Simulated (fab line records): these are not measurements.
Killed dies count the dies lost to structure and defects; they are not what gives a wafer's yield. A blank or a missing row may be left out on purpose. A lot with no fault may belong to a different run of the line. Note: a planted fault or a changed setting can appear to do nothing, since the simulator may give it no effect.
fab line records    flow sky130
record lots=11  wafers=33  last-day=50
route steps=708 shown SONOS_ONO@183 POLY_CUT@315 SD_P@324 RES_XHIGH@341 LI_CONTACT@375 PAD_OPEN@708
lots untouched by any fault: they come from a run of this same line in which no faults occurred
start-h: the number of hours between the record's first day and the start of the first shown wafer of the lot    wait-h: hours from the lot's prior step to this one    " as in the row above    L1.1+2: a single row standing in for several wafers    - value missing, or start not given    * or withheld: withheld    < > ~ a bound
route shown NAME@n: a module of which the file shows steps, and the number in the route of the first    usual: average and standard deviation across the fault-free wafers    same: alike in all rows    chamber/n: place in a boat    sites: per-site readings    _std_site: the standard deviation of these    _edge_site: mean of outer sites minus mean of inner sites    radius-mm: how far each site lies from the wafer's centre    mask NAME#n: copy n    behind: the tool/chamber that last shaped the wafer    hold: the reason the lot was held/the length of the hold in hours/how it ended    device: transistor that didn't switch, given as n, p or np    end of line: the same wafers' tests at the end of the route    a step without rows: its recipe alone    killed: count of dies lost to structure and defects at first sort (not the wafer's yield)    map: per-die view of a wafer (x killed, . not killed, _ where there is no die)
set.NAME: the setting the step ran with; set.NAME@STEP: the setting that earlier step ran with    model.NAME: the simulator's own value behind a step, which no gauge read
a sample of lots followed through the steps of the route, with each step as a table and each wafer as a row
services: a tool's chamber out of use, with start hour (start-h, from the record's first day; less than 0 if before it), hours out, and reason
## steps
# step SKY_SONOS_ONO_ETCH_15
# recipe target-depth-nm=19.52  chemistry=CHF3/O2  source-w=600  bias-w=200  pressure-mtorr=40  chf3-flow-sccm=50  O2_flow_sccm=5  time-s=7.8
# usual bias-w=200.0/0.56  drypump-motor-current-A=5.8/0.51  oes-product-au=0.996/0.0086  throttle-valve-pct=8.824/0.0089
lot.wafer  tool         chamber  start-h  wait-h  bias-w  drypump-motor-current-A  oes-product-au  rf-hours-counter-h  throttle-valve-pct
L675.2     rie-diel-04  0        283.10   0.0     199.2   6.0                      0.990           15                  8.817
L675.3     "            2        "        "       199.8   6.4                      0.985           2                   8.830
L675.4     "            3        "        "       199.9   5.8                      0.989           6                   8.830
L677.1     rie-diel-04  1        327.42   0.0     200.5   6.0                      1.001           31                  8.828
L677.3     "            2        "        "       199.8   6.4                      0.995           3                   8.839
L677.6     "            2        "        "       199.2   6.4                      0.982           -                   8.835
L678.1     rie-diel-02  1        330.35   0.0     199.8   6.3                      1.000           3                   8.825
L678.5     "            0        "        "       198.9   5.8                      0.990           -                   8.812
L678.6     "            1        "        "       199.1   6.2                      0.998           -                   8.838
L679.3     rie-diel-03  0        339.00   0.0     200.4   4.7                      0.992           6                   8.815
L679.5     "            0        "        "       199.9   4.7                      1.000           -                   8.832
L679.6     "            1        "        "       199.4   4.7                      0.987           -                   8.816
L681.2     rie-diel-04  0        344.14   0.0     200.5   6.0                      1.004           16                  8.833
L681.4     "            3        "        "       199.8   5.8                      0.997           7                   8.818
L681.6     "            1        "        "       200.0   6.0                      1.004           -                   8.823
L682.4     rie-diel-02  1        367.07   0.0     199.6   6.2                      0.986           3                   8.822
L682.5     "            2        "        "       201.2   6.1                      1.011           -                   8.817
L682.6     "            1        "        "       201.3   6.3                      1.002           -                   8.818
L683.1     rie-diel-02  1        372.09   0.0     200.0   6.3                      0.996           4                   8.826
L683.2     "            0        "        "       199.4   5.8                      0.987           93                  8.813
L683.5     "            1        "        "       200.5   6.3                      0.999           -                   8.824
L686.3     rie-diel-04  3        380.57   0.0     200.0   5.8                      0.990           8                   8.821
L686.5     "            3        "        "       199.6   5.8                      0.995           -                   8.838
L686.6     "            2        "        "       199.6   6.4                      0.989           -                   8.826
L688.1     rie-diel-02  3        408.20   0.0     201.1   6.3                      1.005           4                   8.817
L688.2     "            2        "        "       199.7   6.1                      1.016           7                   8.836
L688.4     "            0        "        "       201.2   5.8                      1.004           94                  8.823
L695.1     rie-diel-03  0        458.75   0.0     201.1   4.7                      0.994           8                   8.824
L695.3     "            2        "        "       199.2   5.5                      1.002           2                   8.830
L695.6     "            0        "        "       200.3   4.7                      1.006           -                   8.819
L696.1     rie-diel-04  1        461.36   0.0     200.8   6.1                      0.998           33                  8.816
L696.5     "            0        "        "       199.4   6.0                      0.998           -                   8.826
L696.6     "            1        "        "       199.7   6.1                      0.997           -                   8.811
# step SKY_POLY_CUT_CD_MEAS_08
# recipe target-cd-nm=270
# usual cd-nm=270.2/1.3
lot.wafer  tool       chamber  start-h  wait-h  cd-nm
L675.2     cd-sem-02  -        565.63   -       268.9
L675.3     "          -        "        "       269.7
L675.4     "          -        "        "       270.2
L677.1     cd-sem-01  -        603.85   -       272.4
L677.3     "          -        "        "       271.4
L677.6     "          -        "        "       269.8
L678.1     cd-sem-02  -        613.03   -       271.3
L678.5     "          -        "        "       271.2
L678.6     "          -        "        "       270.2
L679.3     cd-sem-02  -        623.85   -       270.7
L679.5     "          -        "        "       270.9
L679.6     "          -        "        "       271.3
L681.2     cd-sem-02  -        633.60   -       269.1
L681.4     "          -        "        "       269.1
L681.6     "          -        "        "       269.8
L682.4     cd-sem-02  -        651.19   -       266.9
L682.5     "          -        "        "       268.8
L682.6     "          -        "        "       267.0
L683.1     cd-sem-01  -        660.65   -       269.9
L683.2     "          -        "        "       270.3
L683.5     "          -        "        "       270.3
L686.3     cd-sem-01  -        669.74   -       272.0
L686.5     "          -        "        "       271.7
L686.6     "          -        "        "       272.4
L688.1     cd-sem-02  -        692.60   -       268.6
L688.2     "          -        "        "       270.2
L688.4     "          -        "        "       269.4
L695.1     cd-sem-01  -        743.08   -       271.6
L695.3     "          -        "        "       273.0
L695.6     "          -        "        "       271.8
L696.1     cd-sem-02  -        743.10   -       269.3
L696.5     "          -        "        "       269.1
L696.6     "          -        "        "       269.0
# step SKY_SD_P_EXPOSE_04
# recipe mask-id=PSDM  na=0.6  source-shape=conventional  sigma-outer=0.6  polarization=unpolarized  target-cd-nm=380  dose-mj=138
# usual focus-offset-nm=0.0/0.53
lot.wafer  tool              chamber  start-h  wait-h  mask    focus-offset-nm
L675.2     iline-stepper-02  0        580.56   -       PSDM#0  0.1
L675.3     "                 0        "        "       PSDM#0  0.4
L675.4     "                 0        "        "       PSDM#0  0.4
L677.1     iline-stepper-01  0        618.66   -       PSDM#0  0.2
L677.3     "                 0        "        "       PSDM#0  0.2
L677.6     "                 0        "        "       PSDM#0  -0.1
L678.1     iline-stepper-01  0        627.74   -       PSDM#0  -0.8
L678.5     "                 0        "        "       PSDM#0  -0.1
L678.6     "                 0        "        "       PSDM#0  -0.4
L679.3     iline-stepper-02  0        639.03   -       PSDM#0  -0.3
L679.5     "                 0        "        "       PSDM#0  -0.2
L679.6     "                 0        "        "       PSDM#0  0.2
L681.2     iline-stepper-01  0        648.07   -       PSDM#0  0.1
L681.4     "                 0        "        "       PSDM#0  0.5
L681.6     "                 0        "        "       PSDM#0  0.0
L682.4     iline-stepper-02  0        665.98   -       PSDM#0  0.9
L682.5     "                 0        "        "       PSDM#0  1.3
L682.6     "                 0        "        "       PSDM#0  0.7
L683.1     iline-stepper-01  0        674.51   -       PSDM#0  -0.9
L683.2     "                 0        "        "       PSDM#0  -0.8
L683.5     "                 0        "        "       PSDM#0  -0.6
L686.3     iline-stepper-02  0        683.18   -       URPM#0  -0.2
L686.5     "                 0        "        "       URPM#0  0.3
L686.6     "                 0        "        "       URPM#0  0.1
L688.1     iline-stepper-01  0        706.85   -       PSDM#0  0.1
L688.2     "                 0        "        "       PSDM#0  -0.3
L688.4     "                 0        "        "       PSDM#0  -0.2
L695.1     iline-stepper-02  0        757.61   -       PSDM#0  -0.5
L695.3     "                 0        "        "       PSDM#0  -0.4
L695.6     "                 0        "        "       PSDM#0  0.0
L696.1     iline-stepper-01  0        757.85   -       PSDM#0  -0.1
L696.5     "                 0        "        "       PSDM#0  0.6
L696.6     "                 0        "        "       PSDM#0  -0.3
# step SKY_SD_P_CD_MEAS_07
# recipe target-cd-nm=380
# usual cd-nm=381/3.1
lot.wafer  tool       chamber  start-h  wait-h  cd-nm
L675.2     cd-sem-01  -        594.75   0.1     378
L675.3     "          -        "        "       381
L675.4     "          -        "        "       377
L677.1     cd-sem-01  -        633.04   0.1     380
L677.3     "          -        "        "       381
L677.6     "          -        "        "       380
L678.1     cd-sem-01  -        641.98   0.1     379
L678.5     "          -        "        "       377
L678.6     "          -        "        "       377
L679.3     cd-sem-01  -        652.88   0.1     374
L679.5     "          -        "        "       377
L679.6     "          -        "        "       374
L681.2     cd-sem-01  -        662.45   0.1     376
L681.4     "          -        "        "       378
L681.6     "          -        "        "       380
L682.4     cd-sem-01  -        679.25   0.1     385
L682.5     "          -        "        "       384
L682.6     "          -        "        "       385
L683.1     cd-sem-02  -        688.73   0.1     379
L683.2     "          -        "        "       380
L683.5     "          -        "        "       382
L686.3     cd-sem-02  -        697.42   0.1     -
L686.5     "          -        "        "       -
L686.6     "          -        "        "       -
L688.1     cd-sem-01  -        720.33   0.1     380
L688.2     "          -        "        "       381
L688.4     "          -        "        "       381
L695.1     cd-sem-02  -        770.88   0.1     381
L695.3     "          -        "        "       383
L695.6     "          -        "        "       378
L696.1     cd-sem-02  -        771.14   0.1     382
L696.5     "          -        "        "       383
L696.6     "          -        "        "       383
# step SKY_SD_P_TW_MEAS_11
# usual SD_P_TW=2830/37
lot.wafer  tool           chamber  start-h  wait-h  SD_P_TW
L675.2     film-metro-04  -        595.15   0.1     2844
L675.3     "              -        "        "       2845
L675.4     "              -        "        "       2844
L677.1     film-metro-04  -        633.44   0.1     2863
L677.3     "              -        "        "       2845
L677.6     "              -        "        "       2841
L678.1     film-metro-04  -        642.39   0.1     2834
L678.5     "              -        "        "       2833
L678.6     "              -        "        "       2849
L679.3     film-metro-04  -        653.26   0.1     2875
L679.5     "              -        "        "       2859
L679.6     "              -        "        "       2867
L681.2     film-metro-03  -        662.85   0.1     2792
L681.4     "              -        "        "       2804
L681.6     "              -        "        "       2801
L682.4     film-metro-03  -        679.62   0.1     2803
L682.5     "              -        "        "       2804
L682.6     "              -        "        "       2799
L683.1     film-metro-04  -        689.14   0.1     2839
L683.2     "              -        "        "       2851
L683.5     "              -        "        "       2852
L686.3     film-metro-02  -        697.81   0.1     30
L686.5     "              -        "        "       30
L686.6     "              -        "        "       30
L688.1     film-metro-02  -        720.74   0.1     2812
L688.2     "              -        "        "       2800
L688.4     "              -        "        "       2814
L695.1     film-metro-04  -        771.29   0.1     2882
L695.3     "              -        "        "       2880
L695.6     "              -        "        "       2896
L696.1     film-metro-04  -        771.54   0.1     2896
L696.5     "              -        "        "       2889
L696.6     "              -        "        "       2876
# step SKY_RES_XHIGH_TW_MEAS_09
# usual RES_XHIGH_TW=1643/23
lot.wafer  tool           chamber  start-h  wait-h  RES_XHIGH_TW
L675.2     film-metro-03  -        624.24   0.1     1639
L675.3     "              -        "        "       1653
L675.4     "              -        "        "       1635
L677.1     film-metro-04  -        662.66   0.1     1675
L677.3     "              -        "        "       1668
L677.6     "              -        "        "       1671
L678.1     film-metro-02  -        670.93   0.1     1627
L678.5     "              -        "        "       1622
L678.6     "              -        "        "       1623
L679.3     film-metro-04  -        682.13   0.1     1652
L679.5     "              -        "        "       1656
L679.6     "              -        "        "       1653
L681.2     film-metro-02  -        690.69   0.1     1619
L681.4     "              -        "        "       1631
L681.6     "              -        "        "       1618
L682.4     film-metro-02  -        707.91   0.1     1623
L682.5     "              -        "        "       1623
L682.6     "              -        "        "       1627
L683.1     film-metro-03  -        717.48   0.1     1621
L683.2     "              -        "        "       1631
L683.5     "              -        "        "       1634
L686.3     film-metro-04  -        725.23   0.1     2921
L686.5     "              -        "        "       2938
L686.6     "              -        "        "       2933
L688.1     film-metro-02  -        748.23   0.1     1618
L688.2     "              -        "        "       1635
L688.4     "              -        "        "       1630
L695.1     film-metro-04  -        798.21   0.1     1673
L695.3     "              -        "        "       1682
L695.6     "              -        "        "       1669
L696.1     film-metro-03  -        798.28   0.1     1632
L696.5     "              -        "        "       1632
L696.6     "              -        "        "       1635
# step SKY_LI_CONTACT_OVL_MEAS_13
# usual LI_CONTACT_OVL=0/5.7
lot.wafer  tool        chamber  start-h  wait-h  LI_CONTACT_OVL[nm]
L675.2     overlay-02  -        683.07   0.1     9
L675.3     "           -        "        "       -1
L675.4     "           -        "        "       0
L677.1     overlay-02  -        719.62   0.1     -3
L677.3     "           -        "        "       -14
L677.6     "           -        "        "       -13
L678.1     overlay-01  -        728.80   0.1     4
L678.5     "           -        "        "       6
L678.6     "           -        "        "       3
L679.3     overlay-02  -        739.73   0.1     0
L679.5     "           -        "        "       0
L679.6     "           -        "        "       -11
L681.2     overlay-02  -        747.81   0.1     7
L681.4     "           -        "        "       7
L681.6     "           -        "        "       7
L682.4     overlay-02  -        764.70   0.1     -5
L682.5     "           -        "        "       8
L682.6     "           -        "        "       -5
L683.1     overlay-02  -        774.55   0.1     0
L683.2     "           -        "        "       2
L683.5     "           -        "        "       6
L686.3     overlay-02  -        781.91   0.1     2
L686.5     "           -        "        "       10
L686.6     "           -        "        "       -9
L688.1     overlay-01  -        804.97   0.1     4
L688.2     "           -        "        "       3
L688.4     "           -        "        "       1
L695.1     overlay-01  -        851.40   0.1     2
L695.3     "           -        "        "       -2
L695.6     "           -        "        "       3
L696.1     overlay-01  -        852.03   0.1     7
L696.5     "           -        "        "       8
L696.6     "           -        "        "       2
# step SKY_PAD_OPEN_PROBE_99
# usual killed_at_M0_to_M3=43/6.9  killed_at_M4_up=3.0/1.8  killed-at-contacts=24/4.8  killed-at-front-end=15/4.5  killed-at-other=0.4/0.67  killed-dies=86/9.2  killed-on-rim=17/3.5  killed-open=46/6.9  killed-short=39/6
# same gross-dies=492  killed-at-back-side=0
lot.wafer  tool       chamber  start-h  wait-h  killed_at_M0_to_M3  killed_at_M4_up  killed-at-contacts  killed-at-front-end  killed-at-other  killed-dies  killed-on-rim  killed-open  killed-short
L681.2     prober-02  -        1126.52  0.1     35                  3                40                  14                   0                92           21             47           45
L681.4     prober-02  -        1126.62  0.2     22                  2                17                  8                    0                49           10             29           20
L681.6     prober-02  -        1126.72  0.2     28                  2                31                  18                   1                80           16             46           33
L683.1     prober-02  -        1145.89  0.1     46                  4                28                  20                   0                98           17             61           37
L683.2     prober-02  -        1145.94  0.1     38                  2                32                  19                   1                92           19             56           36
L683.5     prober-02  -        1146.09  0.2     44                  6                12                  20                   0                82           17             49           33
L686.3     prober-02  -        1154.02  0.2     51                  3                25                  413                  0                492          96             60           39
L686.5     prober-02  -        1154.12  0.2     53                  3                27                  409                  0                492          96             48           42
L686.6     prober-02  -        1154.17  0.2     39                  4                24                  425                  0                492          96             45           43
L688.1     prober-01  -        1167.52  0.1     35                  2                25                  15                   1                78           11             49           29
L688.2     prober-01  -        1167.57  0.1     43                  4                32                  7                    1                87           15             37           50
L688.4     prober-01  -        1167.67  0.2     50                  3                21                  13                   1                88           19             54           34
# killed by level:class
L681.2 CONTACT:geometric-particle:open=11 LI_CONTACT:geometric-particle:open=9 VIA3:geometric-particle:open=9 LOCAL_INTERCONNECT:geometric-particle:short=8 CONTACT:geometric-particle:short=7 FIELD_ISO:geometric-particle:short=5 VIA1:geometric-particle:open=5 FIELD_ISO:geometric-particle:open=4
L681.4 CONTACT:geometric-particle:open=8 LOCAL_INTERCONNECT:geometric-particle:short=5 VIA1:geometric-particle:open=5 VIA3:geometric-particle:open=4 METAL1:geometric-particle:short=3 VIA1:geometric-particle:short=3 VIA2:geometric-particle:open=3 FIELD_ISO:geometric-particle:open=2
L681.6 CONTACT:geometric-particle:open=11 LI_CONTACT:geometric-particle:open=7 VIA1:geometric-particle:open=7 FIELD_ISO:geometric-particle:open=6 LOCAL_INTERCONNECT:geometric-particle:short=5 POLY_GATE:geometric-particle:short=4 METAL1:geometric-particle:short=4 VIA2:geometric-particle:open=4
L683.1 VIA1:geometric-particle:open=16 LI_CONTACT:geometric-particle:open=9 CONTACT:geometric-particle:open=9 POLY_GATE:geometric-particle:short=6 FIELD_ISO:geometric-particle:open=5 VIA2:geometric-particle:open=5 VIA3:geometric-particle:open=5 FIELD_ISO:geometric-particle:short=4
L683.2 CONTACT:geometric-particle:open=13 VIA1:geometric-particle:open=11 LI_CONTACT:geometric-particle:open=9 VIA3:geometric-particle:open=9 POLY_GATE:geometric-particle:short=5 POLY_GATE:geometric-particle:open=5 METAL2:geometric-particle:short=5 FIELD_ISO:geometric-particle:open=4
L683.5 VIA1:geometric-particle:open=12 VIA2:geometric-particle:open=7 POLY_GATE:geometric-particle:open=6 CONTACT:geometric-particle:open=6 VIA1:geometric-particle:short=6 METAL4:geometric-particle:short=5 FIELD_ISO:geometric-particle:short=4 POLY_GATE:geometric-particle:short=4
L686.3 SD_P:area-expose=393 CONTACT:geometric-particle:open=15 VIA2:geometric-particle:open=10 VIA3:geometric-particle:open=9 FIELD_ISO:geometric-particle:short=7 LI_CONTACT:geometric-particle:open=6 POLY_GATE:geometric-particle:open=5 VIA1:geometric-particle:short=5
L686.5 SD_P:area-expose=402 VIA2:geometric-particle:open=15 VIA1:geometric-particle:open=11 LOCAL_INTERCONNECT:geometric-particle:short=8 CONTACT:geometric-particle:open=7 LI_CONTACT:geometric-particle:open=6 VIA1:geometric-particle:short=6 CONTACT:geometric-particle:short=5
L686.6 SD_P:area-expose=403 CONTACT:geometric-particle:open=12 VIA1:geometric-particle:open=8 METAL2:geometric-particle:short=8 FIELD_ISO:geometric-particle:open=7 POLY_GATE:geometric-particle:open=6 CONTACT:geometric-particle:short=6 POLY_GATE:geometric-particle:short=5
L688.1 CONTACT:geometric-particle:open=10 VIA3:geometric-particle:open=7 VIA1:geometric-particle:open=7 METAL2:geometric-particle:short=5 POLY_GATE:geometric-particle:short=4 FIELD_ISO:geometric-particle:open=4 POLY_GATE:geometric-particle:open=4 LI_CONTACT:geometric-particle:open=4
L688.2 VIA1:geometric-particle:open=12 CONTACT:geometric-particle:open=10 CONTACT:geometric-particle:short=8 VIA1:geometric-particle:short=7 LI_CONTACT:geometric-particle:open=6 METAL1:geometric-particle:short=6 VIA2:geometric-particle:open=4 METAL2:geometric-particle:short=4
L688.4 VIA1:geometric-particle:open=21 CONTACT:geometric-particle:open=7 VIA2:geometric-particle:open=6 VIA2:geometric-particle:short=5 LI_CONTACT:geometric-particle:open=5 CONTACT:geometric-particle:short=4 VIA3:geometric-particle:open=4 FIELD_ISO:geometric-particle:short=3
## services
tool              chamber  start-h  hours  kind
rie-diel-02       1        293.70   11.0   repair
rie-diel-04       0        301.19   5.1    repair
iline-stepper-01  -        323.65   4.6    repair
iline-stepper-01  -        394.73   1.7    pm
rie-diel-04       3        423.10   9.9    repair
rie-diel-04       1        441.52   4.9    repair
iline-stepper-01  -        458.39   1.0    repair
iline-stepper-02  -        461.07   1.7    pm
iline-stepper-02  -        468.79   1.6    repair
rie-diel-04       1        507.08   10.8   repair
iline-stepper-02  -        518.44   4.2    repair
iline-stepper-01  -        525.16   4.4    pm
iline-stepper-02  -        533.76   13.9   repair
iline-stepper-02  -        547.63   2.1    pm
rie-diel-04       -        549.27   2.6    repair
iline-stepper-01  -        580.67   10.6   repair
iline-stepper-02  -        581.38   4.1    repair
rie-diel-04       3        582.28   2.1    repair
iline-stepper-01  -        612.91   1.7    pm
iline-stepper-02  -        679.25   1.7    pm
iline-stepper-01  -        687.33   3.5    repair
rie-diel-04       3        701.75   15.0   repair
iline-stepper-01  -        727.95   3.3    repair
rie-diel-04       2        741.33   10.3   repair
## key
first-sign step=SKY_SD_P_EXPOSE_04  reading=mask  direction=changed
effect step=SKY_SD_P_CD_MEAS_07  reading=cd-nm  direction=missing
effect step=SKY_SD_P_TW_MEAS_11  reading=SD_P_TW  direction=down  sigmas=76  usual=2830  struck=30
effect step=SKY_RES_XHIGH_TW_MEAS_09  reading=RES_XHIGH_TW  direction=up  sigmas=57  usual=1643  struck=2931
effect step=SKY_PAD_OPEN_PROBE_99  reading=killed-at-front-end  direction=up  sigmas=90  usual=15  struck=416
more-kills-born-at SKY_SD_P_EXPOSE_04@iline-stepper-02=1198
met-at SKY_SD_P_EXPOSE_04
struck-lots L686
tester-left-out L686
not-acting-at SKY_SONOS_ONO_ETCH_15,SKY_POLY_CUT_CD_MEAS_08,SKY_LI_CONTACT_OVL_MEAS_13
onset-between 665.98 683.18
fault kind=wrong-mask  tool=any  chamber=-  onset-h=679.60  steps=SKY_SD_P_EXPOSE_04  aux-copy=URPM#0  scope=struck-lots-only
# tester-left-out: of these lots the tester's yield and bins aren't shown, on N5 and GAA mostly nor the transistor test; their killed dies are dies lost to structure and defects alone, not to doping, threshold or leakage, so they don't give the yield
